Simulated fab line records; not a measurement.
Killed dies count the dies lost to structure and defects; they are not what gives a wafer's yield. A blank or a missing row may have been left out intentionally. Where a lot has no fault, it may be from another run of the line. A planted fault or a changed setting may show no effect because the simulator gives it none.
Matching of chambers ; flow sky130 ; SKY_FIELD_ISO_CMP_27 on cmp-01: 4 sister chambers
The step polishes, stops on Si3N4, t overpolish 16 s, target thk 457.8 nm. 8 wafers are shown with their chamber, then 9 later ones without.

== WAFERS PAIRED WITH THEIR CHAMBERS ==
wafer;chamber;motor_current_A (A);overpolish_run_s (s)
L632.5;2;12.3;15.990
L636.1;2;11.7;16.017
L640.1;3;13.2;16.001
L640.4;0;11.4;15.997
L640.5;1;12.1;15.990
L641.2;1;12.4;16.001
L641.3;3;13.0;15.993
L641.4;0;11.1;15.996

== WAFERS WITH NO CHAMBER GIVEN ==
wafer;motor_current_A (A);overpolish_run_s (s)
L642.2;10.9;15.984
L642.5;13.0;16.002
L642.6;10.8;16.004
L654.1;12.3;15.984
L654.2;12.7;15.995
L654.5;11.3;16.000
L655.2;10.8;15.984
L655.3;12.4;16.000
L655.5;11.4;15.999

== WHICH CHAMBER EACH WENT THROUGH ==
wafer;from the rows above;in truth
L642.2;0;0
L642.5;3;3
L642.6;0;0
L654.1;can't be placed: 1 or 2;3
L654.2;can't be placed: 3 or 1 or 2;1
L654.5;0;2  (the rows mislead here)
L655.2;0;0
L655.3;can't be placed: 1 or 2 or 3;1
L655.5;can't be placed: 0 or 2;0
Correctly placed: 4 of 9. Not placeable from these rows: 4 (in 3, the candidates include the true chamber). 1 placed wrongly.
How it was worked out, from the rows above alone: a wafer's distance from a chamber is the root of the sum, over the readings, of the square of ((its reading less the chamber's mean) divided by the reading's scatter). If the next closest chamber is less than 2 further off than the closest, the wafer can't be placed; otherwise it belongs to the closest. The mean given for a chamber averages the wafers shown for that chamber. How the scatter is found: for the shown wafers, subtract from each reading the mean of its chamber, square and add these, divide the total by (wafers less chambers), then take the root.
